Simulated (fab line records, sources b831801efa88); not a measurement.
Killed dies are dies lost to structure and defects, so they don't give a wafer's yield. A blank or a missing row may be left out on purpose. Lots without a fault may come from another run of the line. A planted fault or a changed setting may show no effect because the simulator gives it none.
Which tool did it? | flow sfq_line | 14 lots, 42 wafers sampled, at 1 step of a route of 325

WHAT THE GAUGES READ, wafer by wafer
SFQ_I3_OVL_MEAS_923.
lot  | measured     | on         | I3_OVL (nm)
L846 | day 44 01:23 | overlay-02 | -3 2 0
L847 | day 44 07:17 | overlay-02 | -9 2 -3
L848 | day 50 16:43 | overlay-02 | -7 7 -3
L849 | day 51 02:19 | overlay-01 | 1 5 3
L850 | day 51 10:50 | overlay-02 | -4 -2 5
L851 | day 51 21:38 | overlay-01 | -1 5 -1
L852 | day 52 08:34 | overlay-02 | 8 6 0
L854 | day 53 00:49 | overlay-01 | -4 4 10
L856 | day 53 12:49 | overlay-01 | -1 4 4
L857 | day 53 20:08 | overlay-02 | 15 16 8
L860 | day 54 20:47 | overlay-02 | 3 2 -3
L862 | day 55 15:18 | overlay-01 | -5 -8 0
L864 | day 56 13:11 | overlay-02 | 0 3 6
L866 | day 57 10:10 | overlay-01 | -4 -8 -4

WHICH TOOL RAN EACH LOT (tool, then ch and the chambers of the sampled wafers, then the start)
The record holds no process step before these readings.

WHAT THE TOOLS THEMSELVES READ (means of the sampled wafers that have a number; where no wafer has one, the mark that the record gives instead)
The record holds no such reading with a usual standard deviation.

THE ANSWER, worked out from the rows above alone
Rule: what is usual is taken from the lots themselves. Put in order of their means at a reading, lots are off if they are a third of the lots or fewer, leave a main group of 4 or more, and stand apart from it by a gap of 3 or more times the standard deviation of the main group's means; of several such gaps the widest counts. A main group whose means are all the same, to the digits that the tables above print for the reading, isn't used. A lot without any number at a reading at which 4 lots or more have one is off too. The other lots that the step has rows for count as sound. The gauges are gone through in route order, then the tools' own readings, and for those a lot's mean is taken as printed above. The first step at which some lot is off is used, and at that step the reading that is off furthest; a lot without a number counts as furthest.
No lot is off at any reading shown: from this, nothing can be told.

WHAT THE SIMULATOR HAD PUT IN
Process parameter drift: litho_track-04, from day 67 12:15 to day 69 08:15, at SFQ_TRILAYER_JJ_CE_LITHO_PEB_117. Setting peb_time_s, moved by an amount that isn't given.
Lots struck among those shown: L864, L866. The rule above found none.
